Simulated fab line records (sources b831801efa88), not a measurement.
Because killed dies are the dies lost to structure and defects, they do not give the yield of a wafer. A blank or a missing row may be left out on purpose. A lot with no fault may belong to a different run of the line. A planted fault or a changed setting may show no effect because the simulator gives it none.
fab line records	flow sky130
record: lots: 15	wafers: 45	last-day: 50
route steps=708 shown METAL1@435 VIA1@459
lots untouched by any fault: they come from a run of this same line in which no faults occurred
start-h: hours from the record's first day to the start of the lot's first wafer shown	wait-h: hours elapsed since this lot's preceding step	" the same as in the row above	L1.1+2: several wafers, shown together as one row	- no value present, or no start provided	* or withheld: withheld	< > ~ a bound
route shown NAME@n: a module of which the file shows steps, and the number in the route of the first	usual: mean/standard deviation of fault-free wafers	same: alike in all rows	chamber/n: place in a boat	sites: per-site readings	_std_site: standard deviation of those values	_edge_site: inner sites' mean taken away from outer sites' mean	radius-mm: how far each site lies from the wafer's centre	mask NAME#n: copy n	behind: the last tool/chamber to shape the wafer	hold: why the lot was held/for how many hours/how that ended	device: whichever transistor did not switch (one of n, p or np)	end of line: the route-end tests of the same wafers	a step given without rows: its recipe and nothing more	killed: dies lost to structure and defects at the first sort, not the wafer's yield	map: the dies of a wafer, with x for killed, . for not killed, _ for no die there
set.NAME: setting as actually run; set.NAME@STEP: the setting as run at that earlier step	model.NAME: the simulator's own value behind a step, which no gauge read
the route's steps for a sample of lots (tables are steps, rows are wafers)
services: from which hour (start-h, from the record's first day; less than 0 if before it) a tool's chamber was out of use, for how many hours, and why
== steps ==
step: SKY_METAL1_SPUTTER_01
recipe: material: TiN	target-thk-nm: 20	power-w: 6500	time-s: 16.7	chamber-pressure-pa: 0.4
usual: throttle-valve-pct: 30.5/1.2
lot.wafer	tool	chamber	start-h	wait-h	throttle-valve-pct
L380.1	pvd-sputter-03	-	732.14	0.0	31.0
L380.3	"	-	"	"	29.6
L380.4	"	-	"	"	31.6
L381.4	pvd-sputter-01	-	736.60	0.0	28.8
L381.5	"	-	"	"	32.8
L381.6	"	-	"	"	28.6
L382.3	pvd-sputter-02	-	755.08	0.0	30.2
L382.5	"	-	"	"	28.8
L382.6	"	-	"	"	30.0
L383.1	pvd-sputter-01	-	757.49	0.0	32.6
L383.5	"	-	"	"	30.5
L383.6	"	-	"	"	31.2
L384.2	pvd-sputter-01	-	778.94	0.0	30.0
L384.3	"	-	"	"	32.5
L384.5	"	-	"	"	28.9
L385.1	pvd-sputter-02	-	781.94	0.0	30.1
L385.2	"	-	"	"	31.4
L385.6	"	-	"	"	28.9
L386.1	pvd-sputter-02	-	785.44	0.0	29.9
L386.3	"	-	"	"	28.5
L386.4	"	-	"	"	31.2
L395.1	pvd-sputter-03	-	858.64	0.0	31.3
L395.2	"	-	"	"	29.6
L395.4	"	-	"	"	31.4
L397.1	pvd-sputter-02	-	871.49	0.0	28.6
L397.4	"	-	"	"	31.3
L397.5	"	-	"	"	31.4
L398.3	pvd-sputter-02	-	877.01	0.0	29.9
L398.4	"	-	"	"	28.9
L398.5	"	-	"	"	30.0
L399.1	pvd-sputter-01	-	880.35	0.0	32.6
L399.2	"	-	"	"	31.5
L399.5	"	-	"	"	31.5
L400.1	pvd-sputter-02	-	882.75	0.0	28.7
L400.5	"	-	"	"	28.5
L400.6	"	-	"	"	30.1
L401.1	pvd-sputter-02	-	889.39	0.0	31.3
L401.3	"	-	"	"	28.5
L401.4	"	-	"	"	30.1
L402.1	pvd-sputter-02	-	901.95	0.0	28.7
L402.2	"	-	"	"	31.3
L402.5	"	-	"	"	28.5
L403.2	pvd-sputter-01	-	917.14	0.0	32.8
L403.4	"	-	"	"	31.2
L403.6	"	-	"	"	31.3
step: SKY_METAL1_ETCH_18
recipe: chemistry: N2/H2	target: BARC	ion-energy-ev: 200	bias-w: 100	pressure-mtorr: 30	n2-flow-sccm: 100	h2-flow-sccm: 200	icp-w: 500	stop-on: SiO2	time-s: 45.9	target-depth-a: 600
usual: bias-w: 100.0/0.31	chamber-pressure-mTorr: 29.99/0.051	drypump-motor-current-A: 6.16/0.19	oes-product-au: 0.855/0.0044	throttle-valve-pct: 13.225/0.0086
lot.wafer	tool	chamber	start-h	wait-h	bias-w	chamber-pressure-mTorr	drypump-motor-current-A	oes-product-au	rf-hours-counter-h	throttle-valve-pct
L380.1	rie-metal-03	1	760.17	0.0	100.3	29.99	6.24	0.850	7	13.216
L380.3	"	0	"	"	100.3	29.99	6.07	0.852	-	13.226
L380.4	"	1	"	"	100.4	30.04	6.24	0.856	-	13.221
L381.4	rie-metal-04	0	763.57	0.0	100.3	30.02	6.61	0.860	-	13.231
L381.5	"	0	"	"	100.4	30.03	6.60	0.852	-	13.221
L381.6	"	1	"	"	100.0	30.04	6.01	0.849	-	13.213
L382.3	rie-metal-03	0	782.49	0.0	100.4	29.96	6.05	0.862	-	13.225
L382.5	"	0	"	"	99.7	30.04	6.03	0.852	-	13.213
L382.6	"	1	"	"	100.2	30.01	6.28	0.856	-	13.236
L383.1	rie-metal-03	1	783.90	0.0	99.7	30.00	6.22	0.853	8	13.223
L383.5	"	1	"	"	100.0	30.03	6.17	0.856	-	13.223
L383.6	"	0	"	"	99.9	29.99	6.03	0.853	-	13.221
L384.2	rie-metal-04	1	806.22	0.0	-	-	-	-	-	-
L384.3	"	0	"	"	-	-	-	-	-	-
L384.5	"	1	"	"	-	-	-	-	-	-
L385.1	rie-metal-03	0	809.10	0.0	-	-	-	-	-	-
L385.2	"	1	"	"	-	-	-	-	-	-
L385.6	"	0	"	"	-	-	-	-	-	-
L386.1	rie-metal-01	0	812.97	0.0	-	-	-	-	-	-
L386.3	"	1	"	"	-	-	-	-	-	-
L386.4	"	0	"	"	-	-	-	-	-	-
L395.1	rie-metal-01	0	884.67	0.0	100.2	30.08	6.09	0.850	4	13.216
L395.2	"	1	"	"	99.9	30.02	5.99	0.854	1	13.234
L395.4	"	0	"	"	100.3	29.96	6.10	0.852	-	13.227
L397.1	rie-metal-03	0	897.87	0.0	100.0	30.02	6.05	0.854	15	13.225
L397.4	"	0	"	"	99.6	29.98	6.03	0.852	-	13.222
L397.5	"	0	"	"	99.7	29.96	6.04	0.857	-	13.217
L398.3	rie-metal-04	1	903.19	0.0	100.1	30.00	5.98	0.853	-	13.237
L398.4	"	0	"	"	99.9	30.04	6.61	0.860	-	13.240
L398.5	"	0	"	"	100.4	29.96	6.64	0.853	-	13.222
L399.1	rie-metal-03	1	906.17	0.0	100.0	29.99	6.22	0.850	12	13.224
L399.2	"	0	"	"	99.8	30.00	6.03	0.848	16	13.230
L399.5	"	0	"	"	100.3	29.98	6.04	0.850	-	13.214
L400.1	rie-metal-03	1	908.90	0.0	100.1	30.03	6.28	0.856	13	13.220
L400.5	"	1	"	"	99.4	29.98	6.26	0.849	-	13.241
L400.6	"	0	"	"	100.0	29.98	6.04	0.858	-	13.237
L401.1	rie-metal-01	0	914.80	0.0	99.6	29.99	6.07	0.852	6	13.219
L401.3	"	0	"	"	100.1	29.95	6.10	0.850	-	13.230
L401.4	"	1	"	"	99.8	30.00	6.01	0.859	-	13.245
L402.1	rie-metal-01	0	926.87	0.0	99.6	30.01	6.09	0.857	6	13.219
L402.2	"	1	"	"	99.9	30.02	6.00	0.854	3	13.236
L402.5	"	1	"	"	100.0	30.01	5.98	0.851	-	13.228
L403.2	rie-metal-01	1	941.35	0.0	99.8	30.01	6.02	0.856	4	13.218
L403.4	"	0	"	"	99.8	30.02	6.06	0.853	-	13.230
L403.6	"	1	"	"	100.0	30.00	5.99	0.850	-	13.223
step: SKY_METAL1_METAL_ETCH_19
recipe: target-depth-a: 3600	stop-on: SiO2	over-etch-frac: 0.3	time-s: 78	chemistry: Cl2/BCl3	resist-sidewall-deg: 88	pressure-mtorr: 10	icp-w: 900	bias-w: 48.5	Cl2_flow_sccm: 60	bcl3-flow-sccm: 30
usual: bcl3-flow-sccm: 30.02/0.083	bias-w: 48.50/0.15	drypump-motor-current-A: 6.15/0.2	oes-product-au: 0.855/0.0063	throttle-valve-pct: 22.264/0.0095
lot.wafer	tool	chamber	start-h	wait-h	bcl3-flow-sccm	bias-w	drypump-motor-current-A	oes-product-au	rf-hours-counter-h	throttle-valve-pct
L380.1	rie-metal-03	1	760.23	0.0	30.04	48.29	6.24	0.865	7	22.264
L380.3	"	0	"	"	30.00	48.33	6.04	0.862	-	22.264
L380.4	"	1	"	"	30.05	48.35	6.24	0.858	-	22.262
L381.4	rie-metal-04	0	763.64	0.1	30.00	48.56	6.60	0.853	-	22.266
L381.5	"	0	"	"	29.96	48.53	6.61	0.863	-	22.267
L381.6	"	1	"	"	30.11	48.43	5.99	0.845	-	22.281
L382.3	rie-metal-03	0	782.57	0.1	30.01	48.30	6.03	0.865	-	22.281
L382.5	"	0	"	"	30.09	48.52	6.02	0.853	-	22.281
L382.6	"	1	"	"	30.02	48.63	6.26	0.859	-	22.263
L383.1	rie-metal-03	1	783.96	0.0	30.03	48.51	6.24	0.844	8	22.265
L383.5	"	1	"	"	30.06	48.45	6.22	0.848	-	22.266
L383.6	"	0	"	"	30.09	48.37	6.06	0.846	-	22.276
L384.2	rie-metal-04	1	806.28	0.0	29.89	48.55	6.02	0.368	1	22.270
L384.3	"	0	"	"	29.86	48.33	6.61	0.382	-	22.267
L384.5	"	1	"	"	29.98	48.50	6.01	0.379	-	22.265
L385.1	rie-metal-03	0	809.17	0.0	29.85	48.63	5.98	0.372	12	22.267
L385.2	"	1	"	"	29.93	48.73	6.24	0.377	9	22.263
L385.6	"	0	"	"	29.97	48.53	6.00	0.371	-	22.277
L386.1	rie-metal-01	0	813.03	0.0	30.11	48.63	6.03	0.375	0	22.255
L386.3	"	1	"	"	29.99	48.56	5.96	0.377	-	22.263
L386.4	"	0	"	"	30.15	48.59	6.09	0.376	-	22.264
L395.1	rie-metal-01	0	884.73	0.0	30.00	48.22	6.07	0.850	4	22.271
L395.2	"	1	"	"	29.92	48.51	5.98	0.848	1	22.264
L395.4	"	0	"	"	29.92	48.42	6.09	0.858	-	22.254
L397.1	rie-metal-03	0	897.93	0.0	30.07	48.55	6.04	0.849	15	22.263
L397.4	"	0	"	"	30.01	48.66	6.01	0.859	-	22.256
L397.5	"	0	"	"	30.03	48.34	6.03	0.851	-	22.266
L398.3	rie-metal-04	1	903.26	0.1	29.99	48.56	6.02	0.865	-	22.240
L398.4	"	0	"	"	29.99	48.86	6.61	0.855	-	22.276
L398.5	"	0	"	"	30.07	48.61	6.61	0.869	-	22.251
L399.1	rie-metal-03	1	906.23	0.0	30.07	48.74	6.25	0.852	12	22.262
L399.2	"	0	"	"	30.08	48.67	6.04	0.855	16	22.263
L399.5	"	0	"	"	30.14	48.44	6.02	0.860	-	22.284
L400.1	rie-metal-03	1	908.96	0.0	29.97	48.76	6.24	0.857	13	22.268
L400.5	"	1	"	"	30.07	48.35	6.24	0.850	-	22.274
L400.6	"	0	"	"	30.00	48.74	6.05	0.858	-	22.283
L401.1	rie-metal-01	0	914.86	0.0	30.09	48.37	6.12	0.841	6	22.261
L401.3	"	0	"	"	30.09	48.21	6.11	0.841	-	22.273
L401.4	"	1	"	"	29.96	48.39	5.98	0.855	-	22.269
L402.1	rie-metal-01	0	926.93	0.0	30.12	48.59	6.07	0.857	6	22.258
L402.2	"	1	"	"	29.95	48.31	5.99	0.864	3	22.259
L402.5	"	1	"	"	29.97	48.34	5.99	0.864	-	22.265
L403.2	rie-metal-01	1	941.41	0.0	29.90	48.67	5.99	0.856	4	22.255
L403.4	"	0	"	"	29.89	48.30	6.10	0.851	-	22.243
L403.6	"	1	"	"	29.99	48.74	5.98	0.850	-	22.263
step: SKY_METAL1_STRIP_20
recipe: chemistry: O2/N2	power-w: 1400	pressure-mtorr: 1500	platen-temp-c: withheld	o2-flow-sccm: 3000	n2-flow-sccm: 300	overash-fraction: 0.5
usual: drypump-motor-current-A: 6.0/0.35	oes-product-au: 0.343/0.0049	strip-time-to-endpoint-s: 2.70/0.056
lot.wafer	tool	chamber	start-h	wait-h	drypump-motor-current-A	oes-product-au	rf-hours-counter-h	strip-time-to-endpoint-s
L380.1	plasma-asher-04	1	760.32	0.1	6.2	0.337	33	2.59
L380.3	"	0	"	"	6.5	0.348	-	2.72
L380.4	"	1	"	"	6.2	0.337	-	2.56
L381.4	plasma-asher-04	1	763.74	0.1	6.2	0.343	-	2.72
L381.5	"	0	"	"	6.5	0.339	-	2.74
L381.6	"	1	"	"	6.2	0.348	-	2.72
L382.3	plasma-asher-04	1	782.66	0.1	6.2	0.344	-	2.78
L382.5	"	0	"	"	6.5	0.349	-	2.81
L382.6	"	1	"	"	6.2	0.351	-	2.64
L383.1	plasma-asher-04	1	784.05	0.1	6.2	0.346	35	2.67
L383.5	"	0	"	"	6.5	0.341	-	2.65
L383.6	"	1	"	"	6.2	0.338	-	2.79
L384.2	plasma-asher-02	0	806.37	0.1	5.6	0.364	94	3.23
L384.3	"	0	"	"	5.6	0.363	-	3.17
L384.5	"	0	"	"	5.6	0.367	-	3.23
L385.1	plasma-asher-04	1	809.26	0.1	6.2	0.365	37	3.24
L385.2	"	0	"	"	6.5	0.357	37	3.08
L385.6	"	1	"	"	6.2	0.355	-	3.20
L386.1	plasma-asher-04	1	813.12	0.1	6.2	0.358	37	3.15
L386.3	"	0	"	"	6.5	0.359	-	3.16
L386.4	"	1	"	"	6.2	0.361	-	3.13
L395.1	plasma-asher-02	1	884.82	0.1	5.8	0.343	102	2.75
L395.2	"	0	"	"	5.7	0.342	102	2.70
L395.4	"	0	"	"	5.6	0.347	-	2.75
L397.1	plasma-asher-03	1	898.02	0.1	5.4	0.346	80	2.75
L397.4	"	0	"	"	5.7	0.343	-	2.72
L397.5	"	0	"	"	5.8	0.352	-	2.76
L398.3	plasma-asher-03	0	903.36	0.1	5.8	0.341	-	2.72
L398.4	"	1	"	"	5.5	0.339	-	2.64
L398.5	"	0	"	"	5.8	0.347	-	2.68
L399.1	plasma-asher-04	0	906.32	0.1	6.5	0.338	47	2.56
L399.2	"	1	"	"	6.2	0.344	47	2.73
L399.5	"	0	"	"	6.5	0.342	-	2.75
L400.1	plasma-asher-03	1	909.05	0.1	5.5	0.334	81	2.56
L400.5	"	0	"	"	5.7	0.340	-	2.61
L400.6	"	1	"	"	5.5	0.348	-	2.73
L401.1	plasma-asher-02	0	914.95	0.1	5.7	0.346	105	2.71
L401.3	"	0	"	"	5.6	0.340	-	2.70
L401.4	"	1	"	"	5.8	0.338	-	2.67
L402.1	plasma-asher-02	0	927.02	0.1	5.6	0.343	106	2.72
L402.2	"	1	"	"	5.8	0.346	106	2.68
L402.5	"	0	"	"	5.6	0.343	-	2.69
L403.2	plasma-asher-02	1	941.50	0.1	5.8	0.352	109	2.71
L403.4	"	0	"	"	5.6	0.341	-	2.74
L403.6	"	0	"	"	5.6	0.343	-	2.70
step: SKY_VIA1_THK_MEAS_01
recipe: reads: SiO2_of_VIA1_HDPCVD_00
usual: VIA1_HDPCVD_THK: 1038/12
lot.wafer	tool	chamber	start-h	wait-h	VIA1_HDPCVD_THK[nm]
L380.1	film-metro-02	-	761.10	0.1	1044
L380.3	"	-	"	"	1039
L380.4	"	-	"	"	1023
L381.4	film-metro-04	-	764.45	0.0	1025
L381.5	"	-	"	"	1018
L381.6	"	-	"	"	1027
L382.3	film-metro-04	-	783.36	0.1	1043
L382.5	"	-	"	"	1024
L382.6	"	-	"	"	1056
L383.1	film-metro-04	-	784.77	0.1	1020
L383.5	"	-	"	"	1025
L383.6	"	-	"	"	1020
L395.1	film-metro-03	-	885.53	0.1	1033
L395.2	"	-	"	"	1043
L395.4	"	-	"	"	1040
L397.1	film-metro-02	-	898.77	0.1	1036
L397.4	"	-	"	"	1044
L397.5	"	-	"	"	1044
L398.3	film-metro-02	-	904.05	0.1	1045
L398.4	"	-	"	"	1023
L398.5	"	-	"	"	1059
L399.1	film-metro-04	-	907.03	0.1	1037
L399.2	"	-	"	"	1036
L399.5	"	-	"	"	1027
L400.1	film-metro-02	-	909.76	0.1	1045
L400.5	"	-	"	"	1042
L400.6	"	-	"	"	1031
L401.1	film-metro-03	-	915.66	0.1	1013
L401.3	"	-	"	"	1021
L401.4	"	-	"	"	1036
L402.1	film-metro-02	-	927.73	0.1	1029
L402.2	"	-	"	"	1044
L402.5	"	-	"	"	1061
L403.2	film-metro-04	-	942.22	0.1	1032
L403.4	"	-	"	"	1044
L403.6	"	-	"	"	1034
step: SKY_VIA1_BOW_MEAS_03
recipe: mode: bow
usual: VIA1_BOW: 80/7.4
lot.wafer	tool	chamber	start-h	wait-h	VIA1_BOW[um]
L380.1	film-metro-03	-	761.46	0.1	98
L380.3	"	-	"	"	81
L380.4	"	-	"	"	79
L381.4	film-metro-02	-	764.84	0.2	77
L381.5	"	-	"	"	90
L381.6	"	-	"	"	87
L382.3	film-metro-02	-	783.74	0.2	79
L382.5	"	-	"	"	89
L382.6	"	-	"	"	78
L383.1	film-metro-02	-	785.13	0.1	85
L383.5	"	-	"	"	82
L383.6	"	-	"	"	82
L395.1	film-metro-02	-	885.89	0.1	85
L395.2	"	-	"	"	76
L395.4	"	-	"	"	85
L397.1	film-metro-04	-	899.19	0.2	76
L397.4	"	-	"	"	87
L397.5	"	-	"	"	91
L398.3	film-metro-02	-	904.43	0.2	83
L398.4	"	-	"	"	77
L398.5	"	-	"	"	61
L399.1	film-metro-02	-	907.39	0.2	75
L399.2	"	-	"	"	74
L399.5	"	-	"	"	74
L400.1	film-metro-03	-	910.12	0.1	78
L400.5	"	-	"	"	78
L400.6	"	-	"	"	78
L401.1	film-metro-02	-	916.02	0.1	96
L401.3	"	-	"	"	80
L401.4	"	-	"	"	76
L402.1	film-metro-04	-	928.25	0.1	69
L402.2	"	-	"	"	69
L402.5	"	-	"	"	72
L403.2	film-metro-02	-	942.59	0.3	82
L403.4	"	-	"	"	77
L403.6	"	-	"	"	82
== services ==
tool	chamber	start-h	hours	kind
rie-metal-04	-	715.06	14.6	pm
plasma-asher-04	-	729.52	6.2	repair
rie-metal-04	-	730.96	0.4	repair
plasma-asher-04	-	731.12	1.5	repair
rie-metal-01	1	737.83	6.8	repair
pvd-sputter-03	-	739.85	7.9	repair
pvd-sputter-02	-	745.38	4.1	repair
rie-metal-01	0	758.57	5.9	repair
plasma-asher-04	-	759.80	0.3	repair
rie-metal-04	1	777.11	13.6	repair
rie-metal-01	-	788.56	2.8	pm
plasma-asher-03	-	794.89	1.0	repair
pvd-sputter-03	-	796.67	6.1	repair
plasma-asher-02	-	872.48	3.7	repair
rie-metal-04	-	886.05	0.5	repair
pvd-sputter-03	-	900.76	2.5	repair
plasma-asher-02	-	912.93	1.5	repair
pvd-sputter-02	-	914.11	4.6	repair
plasma-asher-03	-	917.47	2.8	pm
plasma-asher-03	-	925.61	3.3	repair
plasma-asher-04	-	928.03	14.6	pm
rie-metal-03	0	931.06	-	clean
rie-metal-03	0	931.06	24.8	scheduled-down
rie-metal-03	0	931.06	24.8	vent-cycle
== key ==
first-sign: step: SKY_METAL1_ETCH_18	reading: tool-record	direction: missing
effect: step: SKY_METAL1_METAL_ETCH_19	reading: oes-product-au	direction: down	sigmas: 76	usual: 0.855	struck: 0.375
effect: step: SKY_METAL1_STRIP_20	reading: strip-time-to-endpoint-s	direction: up	sigmas: 8.6	usual: *	struck: *
met-at SKY_METAL1_ETCH_18
struck-lots L384,L385,L386
later-rows-left-out L384.2,L384.3,L384.5,L385.1,L385.2,L385.6,L386.1,L386.3,L386.4
sort-left-out L384.2,L384.3,L384.5,L385.1,L385.2,L385.6,L386.1,L386.3,L386.4
not-acting-at SKY_METAL1_SPUTTER_01,SKY_VIA1_THK_MEAS_01,SKY_VIA1_BOW_MEAS_03
onset-between 783.90 806.22
fault: kind: skipped-step-whole	tool: rie-metal-01,rie-metal-03,rie-metal-04	chamber: -	onset-h: 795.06	steps: SKY_METAL1_ETCH_18	scope: struck-lots-only
sort-left-out: the simulated sort isn't trusted on such a fault, so these wafers' sort isn't shown, and their yield isn't known
later-rows-left-out: the simulator's readings of these wafers behind a module that went badly wrong aren't trusted and aren't shown, but for the sort
